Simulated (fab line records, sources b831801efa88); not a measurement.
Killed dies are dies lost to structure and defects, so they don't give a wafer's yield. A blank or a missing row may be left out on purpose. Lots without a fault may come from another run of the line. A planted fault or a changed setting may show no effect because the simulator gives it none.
fab line records | flow gf180mcu | part 1 of 2: steps 1 to 24 of 35
record lots=5 wafers=15 last_day=34
route steps=602 shown VT_IMPLANT@111 MVSD@136 NWELL@137 LVPWELL@138 MVPSD@139 DUAL_GATE@141
lots that met no fault: from a run of the same line without faults
start_h: hours from the record's first day to the start of the lot's first wafer shown | wait_h: hours since the lot's step before | " the same as in the row above | L1.1+2: a row that stands for several wafers | - no value, or no start given | * or withheld: withheld | < > ~ a bound
route shown NAME@n: a module of which the file shows steps, and the number in the route of the first | usual: mean/standard deviation of fault-free wafers | same: alike in all rows | chamber/n: place in a boat | sites: the reading at each site | _std_site: their standard deviation | _edge_site: outer sites' mean less inner sites' | radius_mm: how far each site lies from the wafer's centre | mask NAME#n: copy n | behind: the tool/chamber that last shaped the wafer | hold: why the lot was held/for how many hours/how that ended | device: the transistor (n, p or np) that didn't switch | end of line: the same wafers' tests at the end of the route | a step without rows: its recipe alone | killed: dies lost to structure and defects at the first sort, not the wafer's yield | map: a wafer's dies, x killed, . not, _ none there
set.NAME: the setting as run; set.NAME@STEP: as run at that earlier step | model.NAME: the simulator's own value behind a step, which no gauge read
lots at some steps of the route; a table a step, a row a wafer
services: from which hour (start_h, from the record's first day; less than 0 if before it) a tool's chamber was out of use, for how many hours, and why
## steps
# step GF_VT_IMPLANT_TW_MEAS_21
# usual VT_IMPLANT_2_TW=1206/18
# columns lot.wafer tool chamber start_h wait_h VT_IMPLANT_2_TW
L080.1 film_metro-03 - 164.31 0.1 1227
L080.2 " - " " 1226
L080.4 " - " " 1218
L084.2 film_metro-03 - 190.34 0.1 1220
L084.3 " - " " 1218
L084.6 " - " " 1223
L085.1 film_metro-01 - 195.68 0.1 1185
L085.2 " - " " 1183
L085.3 " - " " 1186
L088.3 film_metro-03 - 215.78 0.1 1232
L088.4 " - " " 1236
L088.6 " - " " 1231
L096.4 film_metro-02 - 264.66 0.1 1223
L096.5 " - " " 1222
L096.6 " - " " 1212
# step GF_VT_IMPLANT_DEHYDRATE_22
# recipe temp_c=200 time_s=60
# usual chill_plate_temp_C=22.97/0.092
# columns lot.wafer tool chamber start_h wait_h chill_plate_temp_C
L080.1 litho_track-03 0 172.05 7.7 23.10
L080.2 " 0 " " 22.94
L080.4 " 0 " " 23.01
L084.2 litho_track-02 0 198.10 7.7 23.02
L084.3 " 0 " " 22.96
L084.6 " 0 " " 22.93
L085.1 litho_track-02 0 203.08 7.4 23.05
L085.2 " 0 " " 22.94
L085.3 " 0 " " 22.97
L088.3 litho_track-04 0 224.33 8.5 22.98
L088.4 " 0 " " 22.97
L088.6 " 0 " " 22.88
L096.4 litho_track-03 0 273.77 9.1 22.88
L096.5 " 0 " " 22.79
L096.6 " 0 " " 22.80
# step GF_VT_IMPLANT_HMDS_23
# recipe prime_time_s=60 prime_temp_c=120
# usual chill_plate_temp_C=23.02/0.11
# columns lot.wafer tool chamber start_h wait_h chill_plate_temp_C
L080.1 litho_track-03 0 172.20 0.1 23.04
L080.2 " 0 " " 23.08
L080.4 " 0 " " 22.89
L084.2 litho_track-02 0 198.25 0.1 22.97
L084.3 " 0 " " 22.94
L084.6 " 0 " " 22.86
L085.1 litho_track-02 0 203.23 0.1 23.13
L085.2 " 0 " " 23.03
L085.3 " 0 " " 23.03
L088.3 litho_track-04 0 224.48 0.1 22.78
L088.4 " 0 " " 22.81
L088.6 " 0 " " 22.87
L096.4 litho_track-03 0 273.92 0.1 23.05
L096.5 " 0 " " 23.18
L096.6 " 0 " " 23.21
# step GF_VT_IMPLANT_COAT_24
# recipe resist=NOVOLAK spin_rpm=3000 resist_thk_nm=1000
# usual chill_plate_temp_C=22.99/0.1
# columns lot.wafer tool chamber start_h wait_h chill_plate_temp_C
L080.1 litho_track-03 0 172.35 0.1 23.02
L080.2 " 0 " " 22.97
L080.4 " 0 " " 23.04
L084.2 litho_track-02 0 198.40 0.1 22.81
L084.3 " 0 " " 23.00
L084.6 " 0 " " 23.06
L085.1 litho_track-02 0 203.38 0.1 22.98
L085.2 " 0 " " 22.99
L085.3 " 0 " " 22.93
L088.3 litho_track-04 0 224.63 0.1 22.87
L088.4 " 0 " " 23.14
L088.6 " 0 " " 23.19
L096.4 litho_track-03 0 274.07 0.1 22.98
L096.5 " 0 " " 23.01
L096.6 " 0 " " 22.83
# step GF_VT_IMPLANT_SOFTBAKE_25
# recipe temp_c=90 time_s=60 resist=NOVOLAK
# usual chill_plate_temp_C=23.01/0.11
# columns lot.wafer tool chamber start_h wait_h chill_plate_temp_C
L080.1 litho_track-03 0 172.50 0.1 22.95
L080.2 " 0 " " 23.04
L080.4 " 0 " " 23.13
L084.2 litho_track-02 0 198.55 0.1 23.06
L084.3 " 0 " " 22.92
L084.6 " 0 " " 23.07
L085.1 litho_track-02 0 203.53 0.1 22.98
L085.2 " 0 " " 22.94
L085.3 " 0 " " 22.94
L088.3 litho_track-04 0 224.78 0.1 23.11
L088.4 " 0 " " 23.21
L088.6 " 0 " " 23.20
L096.4 litho_track-03 0 274.22 0.1 22.92
L096.5 " 0 " " 22.89
L096.6 " 0 " " 22.91
# step GF_VT_IMPLANT_EXPOSE_26
# recipe mask_id=LVPWELL_HV_AREA target_cd_nm=860 na=0.6 source_shape=conventional sigma_outer=0.6 dose_mj=140
# usual stage_vel_mm_s=500.02/0.25
# columns lot.wafer tool chamber start_h wait_h mask stage_vel_mm_s
L080.1 iline_stepper-02 0 - - LVPWELL_HV_AREA#0 500.02
L080.2 " 0 " " LVPWELL_HV_AREA#0 499.95
L080.4 " 0 " " LVPWELL_HV_AREA#0 500.71
L084.2 iline_stepper-01 0 - - LVPWELL_HV_AREA#0 499.98
L084.3 " 0 " " LVPWELL_HV_AREA#0 500.30
L084.6 " 0 " " LVPWELL_HV_AREA#0 500.51
L085.1 iline_stepper-01 0 - - LVPWELL_HV_AREA#0 499.95
L085.2 " 0 " " LVPWELL_HV_AREA#0 500.17
L085.3 " 0 " " LVPWELL_HV_AREA#0 499.89
L088.3 iline_stepper-01 0 - - LVPWELL_HV_AREA#0 499.91
L088.4 " 0 " " LVPWELL_HV_AREA#0 500.06
L088.6 " 0 " " LVPWELL_HV_AREA#0 500.30
L096.4 iline_stepper-02 0 - - LVPWELL_HV_AREA#0 499.80
L096.5 " 0 " " LVPWELL_HV_AREA#0 500.05
L096.6 " 0 " " LVPWELL_HV_AREA#0 499.99
# step GF_VT_IMPLANT_PEB_27
# recipe temp_c=withheld time_s=* resist=NOVOLAK
# usual chill_plate_temp_C=*
# columns lot.wafer tool chamber start_h wait_h chill_plate_temp_C
L080.1 litho_track-03 0 - - *
L080.2 " 0 " " *
L080.4 " 0 " " *
L084.2 litho_track-03 0 - - *
L084.3 " 0 " " *
L084.6 " 0 " " *
L085.1 litho_track-04 0 - - *
L085.2 " 0 " " *
L085.3 " 0 " " *
L088.3 litho_track-02 0 - - *
L088.4 " 0 " " *
L088.6 " 0 " " *
L096.4 litho_track-02 0 - - *
L096.5 " 0 " " *
L096.6 " 0 " " *
# step GF_VT_IMPLANT_DEVELOP_28
# recipe develop_time_s=60 dev_temp_c=23
# usual chill_plate_temp_C=23.01/0.12
# columns lot.wafer tool chamber start_h wait_h chill_plate_temp_C
L080.1 litho_track-03 0 180.60 0.1 22.87
L080.2 " 0 " " 22.90
L080.4 " 0 " " 22.84
L084.2 litho_track-03 0 207.27 0.1 23.26
L084.3 " 0 " " 23.07
L084.6 " 0 " " 22.99
L085.1 litho_track-04 0 212.33 0.1 23.05
L085.2 " 0 " " 23.01
L085.3 " 0 " " 23.04
L088.3 litho_track-02 0 233.03 0.1 22.90
L088.4 " 0 " " 23.00
L088.6 " 0 " " 23.05
L096.4 litho_track-02 0 283.95 0.1 22.96
L096.5 " 0 " " 23.14
L096.6 " 0 " " 22.94
# step GF_VT_IMPLANT_OVL_MEAS_29
# usual VT_IMPLANT_02_OVL=0.4/1.4
# columns lot.wafer tool chamber start_h wait_h VT_IMPLANT_02_OVL[nm]
L080.1 overlay-01 - 180.75 0.1 -0.6
L080.2 " - " " 0.3
L080.4 " - " " -0.3
L084.2 overlay-01 - 207.40 0.1 0.7
L084.3 " - " " 0.8
L084.6 " - " " 0.5
L085.1 overlay-01 - 212.48 0.1 -0.6
L085.2 " - " " -0.5
L085.3 " - " " -1.4
L088.3 overlay-02 - 233.14 0.1 2.3
L088.4 " - " " 0.8
L088.6 " - " " -0.7
L096.4 overlay-02 - 284.04 0.1 0.5
L096.5 " - " " 0.4
L096.6 " - " " -1.0
# step GF_VT_IMPLANT_IMPLANT_30
# recipe species=B energy_kev=25 dose_cm2=2.534e+12 tilt_deg=7
# usual beam_energy_keV=25.001/0.0077 dose_ions_cm2=2.534e+12/2.3e+09
# columns lot.wafer tool chamber start_h wait_h beam_energy_keV dose_ions_cm2
L080.1 implanter-02 0 180.78 0.0 25.004 2.5361e+12
L080.2 " 0 " " 25.009 2.5343e+12
L080.4 " 0 " " 25.005 2.5362e+12
L084.2 implanter-01 0 207.46 0.0 25.001 2.535e+12
L084.3 " 0 " " 25.024 2.5378e+12
L084.6 " 0 " " 25.000 2.5327e+12
L085.1 implanter-04 0 212.52 0.0 25.002 2.5288e+12
L085.2 " 0 " " 25.004 2.5343e+12
L085.3 " 0 " " 25.004 2.5315e+12
L088.3 implanter-01 0 233.21 0.1 24.995 2.5326e+12
L088.4 " 0 " " 24.993 2.5338e+12
L088.6 " 0 " " 24.996 2.5301e+12
L096.4 implanter-02 0 284.14 0.1 25.015 2.5323e+12
L096.5 " 0 " " 25.005 2.5295e+12
L096.6 " 0 " " 25.001 2.5307e+12
# step GF_VT_IMPLANT_STRIP_31
# recipe chemistry=O2/N2 power_w=1400 pressure_mtorr=1500 platen_temp_c=250 o2_flow_sccm=3000 n2_flow_sccm=300 overash_fraction=0.5
# usual drypump_motor_current_A=6.0/0.51 heater_power_w=356/44 oes_product_au=0.716/0.0051 strip_time_to_endpoint_s=12.62/0.032
# columns lot.wafer tool chamber start_h wait_h drypump_motor_current_A heater_power_w oes_product_au rf_hours_counter_h strip_time_to_endpoint_s
L080.1 plasma_asher-01 1 180.93 0.1 6.6 324 0.728 55 12.57
L080.2 " 0 " " 5.9 310 0.715 55 12.60
L080.4 " 1 " " 6.6 319 0.707 - 12.62
L084.2 plasma_asher-02 1 207.58 0.1 6.6 307 0.720 9 12.58
L084.3 " 0 " " 6.0 406 0.727 - 12.55
L084.6 " 0 " " 5.9 410 0.721 - 12.59
L085.1 plasma_asher-04 1 212.67 0.1 5.1 366 0.716 57 12.61
L085.2 " 0 " " 5.9 386 0.700 57 12.62
L085.3 " 1 " " 5.1 368 0.715 - 12.58
L088.3 plasma_asher-01 0 233.34 0.1 6.0 308 0.709 - 12.59
L088.4 " 1 " " 6.6 327 0.714 - 12.64
L088.6 " 1 " " 6.6 317 0.716 - 12.63
L096.4 plasma_asher-02 1 284.24 0.1 6.6 307 0.720 - 12.68
L096.5 " 0 " " 5.9 408 0.718 - 12.67
L096.6 " 1 " " 6.6 308 0.720 - 12.71
# step GF_VT_IMPLANT_TW_MEAS_32
# usual VT_IMPLANT_3_TW=268/3.7
# columns lot.wafer tool chamber start_h wait_h VT_IMPLANT_3_TW
L080.1 film_metro-03 - 181.03 0.1 270
L080.2 " - " " 271
L080.4 " - " " 270
L084.2 film_metro-03 - 207.69 0.1 275
L084.3 " - " " 273
L084.6 " - " " 274
L085.1 film_metro-03 - 212.77 0.1 273
L085.2 " - " " 271
L085.3 " - " " 272
L088.3 film_metro-01 - 233.43 0.1 261
L088.4 " - " " 263
L088.6 " - " " 262
L096.4 film_metro-03 - 284.34 0.1 270
L096.5 " - " " 269
L096.6 " - " " 270
# step GF_VT_IMPLANT_DEHYDRATE_33
# recipe temp_c=200 time_s=60
# usual chill_plate_temp_C=22.99/0.1
# columns lot.wafer tool chamber start_h wait_h chill_plate_temp_C
L080.1 litho_track-02 0 188.98 7.9 22.93
L080.2 " 0 " " 22.95
L080.4 " 0 " " 23.02
L084.2 litho_track-04 0 215.70 8.0 22.95
L084.3 " 0 " " 22.88
L084.6 " 0 " " 23.08
L085.1 litho_track-02 0 220.73 7.9 22.97
L085.2 " 0 " " 22.88
L085.3 " 0 " " 23.14
L088.3 litho_track-03 0 241.70 8.3 22.81
L088.4 " 0 " " 22.82
L088.6 " 0 " " 23.04
L096.4 litho_track-03 0 293.92 9.6 23.07
L096.5 " 0 " " 22.81
L096.6 " 0 " " 23.03
# step GF_VT_IMPLANT_HMDS_34
# recipe prime_time_s=60 prime_temp_c=120
# usual chill_plate_temp_C=23.01/0.1
# columns lot.wafer tool chamber start_h wait_h chill_plate_temp_C
L080.1 litho_track-02 0 189.13 0.1 23.03
L080.2 " 0 " " 23.14
L080.4 " 0 " " 23.07
L084.2 litho_track-04 0 215.85 0.1 23.17
L084.3 " 0 " " 23.01
L084.6 " 0 " " 23.03
L085.1 litho_track-02 0 220.88 0.1 23.11
L085.2 " 0 " " 23.14
L085.3 " 0 " " 23.11
L088.3 litho_track-03 0 241.85 0.1 22.92
L088.4 " 0 " " 23.12
L088.6 " 0 " " 22.97
L096.4 litho_track-03 0 294.07 0.1 22.93
L096.5 " 0 " " 22.82
L096.6 " 0 " " 22.95
# step GF_VT_IMPLANT_COAT_35
# recipe resist=NOVOLAK spin_rpm=3000 resist_thk_nm=1000
# usual chill_plate_temp_C=22.99/0.096
# columns lot.wafer tool chamber start_h wait_h chill_plate_temp_C
L080.1 litho_track-02 0 189.28 0.1 22.88
L080.2 " 0 " " 22.94
L080.4 " 0 " " 22.82
L084.2 litho_track-04 0 216.00 0.1 23.14
L084.3 " 0 " " 22.99
L084.6 " 0 " " 22.91
L085.1 litho_track-02 0 221.03 0.1 22.94
L085.2 " 0 " " 22.98
L085.3 " 0 " " 23.07
L088.3 litho_track-03 0 242.00 0.1 22.98
L088.4 " 0 " " 23.01
L088.6 " 0 " " 22.84
L096.4 litho_track-03 0 294.22 0.1 23.03
L096.5 " 0 " " 22.96
L096.6 " 0 " " 23.01
# step GF_VT_IMPLANT_SOFTBAKE_36
# recipe temp_c=90 time_s=60 resist=NOVOLAK
# usual chill_plate_temp_C=22.98/0.1
# columns lot.wafer tool chamber start_h wait_h chill_plate_temp_C
L080.1 litho_track-02 0 189.43 0.1 22.96
L080.2 " 0 " " 22.81
L080.4 " 0 " " 22.83
L084.2 litho_track-04 0 216.15 0.1 23.05
L084.3 " 0 " " 23.04
L084.6 " 0 " " 23.05
L085.1 litho_track-02 0 221.18 0.1 23.02
L085.2 " 0 " " 22.81
L085.3 " 0 " " 23.08
L088.3 litho_track-03 0 242.15 0.1 23.02
L088.4 " 0 " " 23.02
L088.6 " 0 " " 22.85
L096.4 litho_track-03 0 294.37 0.1 22.98
L096.5 " 0 " " 22.96
L096.6 " 0 " " 23.06
# step GF_VT_IMPLANT_EXPOSE_37
# recipe mask_id=Nwell_HV_AREA target_cd_nm=860 na=0.6 source_shape=conventional sigma_outer=0.6 dose_mj=140
# usual stage_vel_mm_s=500.01/0.24
# columns lot.wafer tool chamber start_h wait_h mask stage_vel_mm_s
L080.1 iline_stepper-01 0 - - Nwell_HV_AREA#0 500.67
L080.2 " 0 " " Nwell_HV_AREA#0 500.42
L080.4 " 0 " " Nwell_HV_AREA#0 500.08
L084.2 iline_stepper-01 0 - - Nwell_HV_AREA#0 500.37
L084.3 " 0 " " Nwell_HV_AREA#0 500.10
L084.6 " 0 " " Nwell_HV_AREA#0 500.05
L085.1 iline_stepper-02 0 - - Nwell_HV_AREA#0 500.35
L085.2 " 0 " " Nwell_HV_AREA#0 500.22
L085.3 " 0 " " Nwell_HV_AREA#0 500.06
L088.3 iline_stepper-01 0 - - Nwell_HV_AREA#0 500.02
L088.4 " 0 " " Nwell_HV_AREA#0 499.88
L088.6 " 0 " " Nwell_HV_AREA#0 500.21
L096.4 iline_stepper-01 0 - - Nwell_HV_AREA#0 499.50
L096.5 " 0 " " Nwell_HV_AREA#0 499.72
L096.6 " 0 " " Nwell_HV_AREA#0 500.25
# step GF_VT_IMPLANT_PEB_38
# recipe temp_c=withheld time_s=* resist=NOVOLAK
# usual chill_plate_temp_C=*
# columns lot.wafer tool chamber start_h wait_h chill_plate_temp_C
L080.1 litho_track-04 0 - - *
L080.2 " 0 " " *
L080.4 " 0 " " *
L084.2 litho_track-02 0 - - *
L084.3 " 0 " " *
L084.6 " 0 " " *
L085.1 litho_track-02 0 - - *
L085.2 " 0 " " *
L085.3 " 0 " " *
L088.3 litho_track-04 0 - - *
L088.4 " 0 " " *
L088.6 " 0 " " *
L096.4 litho_track-03 0 - - *
L096.5 " 0 " " *
L096.6 " 0 " " *
# step GF_VT_IMPLANT_DEVELOP_39
# recipe develop_time_s=60 dev_temp_c=23
# usual chill_plate_temp_C=23.00/0.11
# columns lot.wafer tool chamber start_h wait_h chill_plate_temp_C
L080.1 litho_track-04 0 197.33 0.1 23.04
L080.2 " 0 " " 23.16
L080.4 " 0 " " 23.13
L084.2 litho_track-02 0 224.65 0.1 22.90
L084.3 " 0 " " 23.12
L084.6 " 0 " " 23.06
L085.1 litho_track-02 0 229.88 0.1 22.85
L085.2 " 0 " " 22.90
L085.3 " 0 " " 22.82
L088.3 litho_track-04 0 251.33 0.1 22.86
L088.4 " 0 " " 22.94
L088.6 " 0 " " 22.79
L096.4 litho_track-03 0 304.12 0.1 23.09
L096.5 " 0 " " 23.04
L096.6 " 0 " " 23.05
# step GF_VT_IMPLANT_OVL_MEAS_40
# usual VT_IMPLANT_03_OVL=-1.3/1.2
# columns lot.wafer tool chamber start_h wait_h VT_IMPLANT_03_OVL[nm]
L080.1 overlay-01 - 197.48 0.1 -1.6
L080.2 " - " " -2.7
L080.4 " - " " -2.6
L084.2 overlay-02 - 224.78 0.1 -0.5
L084.3 " - " " -0.1
L084.6 " - " " 0.4
L085.1 overlay-01 - 230.03 0.1 -2.5
L085.2 " - " " 0.8
L085.3 " - " " -0.6
L088.3 overlay-02 - 251.44 0.1 -1.6
L088.4 " - " " -1.0
L088.6 " - " " -2.0
L096.4 overlay-01 - 304.21 0.1 -2.9
L096.5 " - " " -4.2
L096.6 " - " " -3.1
# step GF_VT_IMPLANT_IMPLANT_41
# recipe species=As energy_kev=70 dose_cm2=1.013e+12 tilt_deg=7
# usual beam_energy_keV=69.999/0.022 dose_ions_cm2=1.0131e+12/1.2e+09
# columns lot.wafer tool chamber start_h wait_h beam_energy_keV dose_ions_cm2
L080.1 implanter-01 0 197.52 0.0 70.028 1.0143e+12
L080.2 " 0 " " 70.002 1.0153e+12
L080.4 " 0 " " 70.038 1.0133e+12
L084.2 implanter-04 0 224.84 0.0 70.035 1.0131e+12
L084.3 " 0 " " 70.000 1.0148e+12
L084.6 " 0 " " 70.010 1.0143e+12
L085.1 implanter-02 0 230.06 0.0 70.014 1.0132e+12
L085.2 " 0 " " 69.974 1.0141e+12
L085.3 " 0 " " 69.976 1.0141e+12
L088.3 implanter-04 0 251.52 0.1 70.024 1.0127e+12
L088.4 " 0 " " 69.995 1.0142e+12
L088.6 " 0 " " 70.014 1.0118e+12
L096.4 implanter-02 0 304.31 0.1 69.998 1.0124e+12
L096.5 " 0 " " 69.995 1.0133e+12
L096.6 " 0 " " 69.989 1.0143e+12
# step GF_VT_IMPLANT_STRIP_42
# recipe chemistry=O2/N2 power_w=1400 pressure_mtorr=1500 platen_temp_c=250 o2_flow_sccm=3000 n2_flow_sccm=300 overash_fraction=0.5
# usual drypump_motor_current_A=6.0/0.52 heater_power_w=357/42 oes_product_au=0.716/0.0043 strip_time_to_endpoint_s=12.62/0.03
# columns lot.wafer tool chamber start_h wait_h drypump_motor_current_A heater_power_w oes_product_au rf_hours_counter_h strip_time_to_endpoint_s
L080.1 plasma_asher-02 1 197.67 0.1 6.6 306 0.716 8 12.68
L080.2 " 0 " " 5.9 407 0.724 8 12.65
L080.4 " 0 " " 6.0 405 0.721 - 12.65
L084.2 plasma_asher-04 1 224.96 0.1 5.1 347 0.717 59 12.58
L084.3 " 0 " " 5.9 402 0.718 - 12.60
L084.6 " 0 " " 5.9 402 0.720 - 12.58
L085.1 plasma_asher-01 1 230.21 0.1 6.6 327 0.712 59 12.65
L085.2 " 0 " " 5.9 308 0.713 59 12.64
L085.3 " 0 " " 5.9 319 0.711 - 12.61
L088.3 plasma_asher-04 1 251.65 0.1 5.1 368 0.713 - 12.64
L088.4 " 0 " " 5.8 396 0.716 - 12.66
L088.6 " 1 " " 5.1 370 0.722 - 12.69
L096.4 plasma_asher-04 0 304.42 0.1 5.9 396 0.711 - 12.57
L096.5 " 1 " " 5.1 364 0.718 - 12.65
L096.6 " 0 " " 5.9 395 0.716 - 12.57
# step GF_VT_IMPLANT_TW_MEAS_43
# usual VT_IMPLANT_4_TW=685/9.5
# columns lot.wafer tool chamber start_h wait_h VT_IMPLANT_4_TW
L080.1 film_metro-01 - 197.77 0.1 674
L080.2 " - " " 673
L080.4 " - " " 675
L084.2 film_metro-01 - 225.07 0.1 674
L084.3 " - " " 674
L084.6 " - " " 675
L085.1 film_metro-02 - 230.31 0.1 690
L085.2 " - " " 692
L085.3 " - " " 690
L088.3 film_metro-02 - 251.74 0.1 695
L088.4 " - " " 692
L088.6 " - " " 694
L096.4 film_metro-01 - 304.51 0.1 675
L096.5 " - " " 678
L096.6 " - " " 672
# step GF_VT_IMPLANT_CLEAN_44
# recipe chemistry=SC1/SC2 mix=1:4:20 temp_c=70 time_s=150 dry=n2_spin
# columns lot.wafer tool chamber start_h wait_h
L080.1+2+4 wet_bench-01 2 197.91 0.1
L084.2+3+6 wet_bench-04 0 225.12 0.0
L085.1+2+3 wet_bench-02 3 230.37 0.1
L088.3+4+6 wet_bench-01 1 251.78 0.0
L096.4+5+6 wet_bench-02 3 304.54 0.0
